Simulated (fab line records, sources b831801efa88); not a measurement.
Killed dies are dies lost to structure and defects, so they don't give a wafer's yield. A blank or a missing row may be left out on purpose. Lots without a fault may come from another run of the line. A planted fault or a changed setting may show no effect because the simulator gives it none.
A struck lot beside a sound one | flow sky130 | 15 steps out of a route of 708
Sound: wafers L155.1, L155.5, L155.6. Struck: wafers L147.1, L147.3, L147.4. The cause comes at the end.
At each step with rows: each side's tool, then ch and its chambers, then its first start. Under that, the readings that differ: sound wafers | struck wafers | difference of the means | sigmas: that difference in standard deviations of wafers without a fault.
alike: readings whose means differ by less than 2 such deviations, and words and numbers that are the same on both sides. not compared: withheld readings, readings that some wafer has no value for, bounds like >300 that may hide the same value, and numbers for which the record gives no deviation and whose values overlap.
The two part at a step that has a row with sigmas, a row that says differs or no value, or rows on one side only. Numbers that don't overlap but have no deviation are shown without sigmas and don't part them. A reading that every wafer of one side lacks parts them only if that side has two wafers or more.

first, 7 steps without rows for these wafers: SKY_PAD_OPEN_DEHYDRATE_00 (time 60 s); SKY_PAD_OPEN_HMDS_01 (prime time 62.4 s); SKY_PAD_OPEN_COAT_02 (resist thk 3000 nm); SKY_PAD_OPEN_SOFTBAKE_03; SKY_PAD_OPEN_EXPOSE_04 (exposes mask PDM, target cd 60000 nm); SKY_PAD_OPEN_PEB_05; SKY_PAD_OPEN_DEVELOP_06 (develop time 60 s).
SKY_PAD_OPEN_ETCH_07: etches the open film in CF4/O2, stops on AlCu, target depth 725 nm, time 161.1 s.
  sound on rie_diel-01 ch 1,2, day 49 15:28; struck on rie_diel-04 ch 0,2,3, day 47 19:10
  reading               | sound             | struck            | difference | sigmas
  oes_product_au (a.u.) | 0.979 0.995 0.988 | 0.966 0.964 0.975 | -0.019     | -3
  alike: drypump_motor_current_A, throttle_valve_pct
  not compared: rf_hours_counter_h
SKY_PAD_OPEN_STRIP_08: strips in O2/N2.
  sound on plasma_asher-02 ch 0,1, day 49 15:34; struck on plasma_asher-04 ch 0,1, day 47 19:16
  alike: drypump_motor_current_A, oes_product_au, strip_time_to_endpoint_s
  not compared: rf_hours_counter_h
then, 3 steps without rows for these wafers: SKY_PAD_OPEN_STRIP_09 (strips in post etch residue remover, time 1200 s); SKY_PAD_OPEN_CLEAN_10 (cleans in IPA, time 180 s); SKY_PAD_OPEN_CLEAN_11 (cleans in O3/DIW).
SKY_PAD_OPEN_ANNEAL_12:
  sound on furnace-02 ch 0, day 49 16:13; struck on furnace-02, day 47 20:00
  no value came back on the struck wafers for ramp_down_c_per_min, ramp_up_c_per_min, zone_power_bottom_pct (%); on the sound wafers ramp_down_c_per_min reads 4.0006 3.9999 4.0007
SKY_PAD_OPEN_BOW_MEAS_13:
  sound on film_metro-03, day 49 17:43; struck on film_metro-02, day 47 21:30
  reading           | sound    | struck      | difference | sigmas
  PAD_OPEN_BOW (um) | 42 48 41 | 106 105 104 | +61        | +7
SKY_PAD_OPEN_PROBE_99:
  sound on prober-02, day 49 17:50; struck on prober-02, day 47 21:37
  reading                                | sound                         | struck                        | difference | sigmas
  model.etest.res_xhigh_po.line_ohm_um   | 5403 5913 5581                | 6942 6935 7131                | +1370      |
  model.etest.nfet_16v.r_on_ohm_um       | 1.417e+04 1.408e+04 1.417e+04 | 1.491e+04 1.486e+04 1.488e+04 | +7.433e+02 |
  model.etest.pfet_16v.r_on_ohm_um       | 1.517e+04 1.483e+04 1.496e+04 | 1.596e+04 1.574e+04 1.562e+04 | +7.867e+02 |
  model.etest.res_xhigh_po.rs_ohm_sq     | 1893 2065 1940                | 2457 2436 2509                | +501       |
  model.etest.pfet_g5v0d10v5.r_on_ohm_um | 4661 4587 4643                | 5185 5202 5276                | +591       |
  model.etest.pfet_01v8.r_on_ohm_um      | 2863 2803 2786                | 3094 3057 3097                | +265       |
  model.etest.nfet_g5v0d10v5.r_on_ohm_um | 1869 1851 1875                | 2087 2072 2099                | +221       |
  model.etest.nfet_01v8.r_on_ohm_um      | 820.6 816.2 814.7             | 918.3 894.9 898.6             | +86.8      |
  alike: defect_limited_yield, killed_at_M0_to_M3, killed_at_M4_up, killed_at_contacts, killed_at_front_end, killed_at_other, killed_dies, killed_open, killed_short, sort_bin_3_pad_short, sort_bin_5_function, sort_bin_6_memory, sort_n_pass, sort_yield_pct

WHERE THEY PART
First at SKY_PAD_OPEN_ETCH_07; last, within this record, at SKY_PAD_OPEN_BOW_MEAS_13. Later steps at which nothing parts them and some readings are alike: SKY_PAD_OPEN_PROBE_99.

WHY: what the simulator had put in
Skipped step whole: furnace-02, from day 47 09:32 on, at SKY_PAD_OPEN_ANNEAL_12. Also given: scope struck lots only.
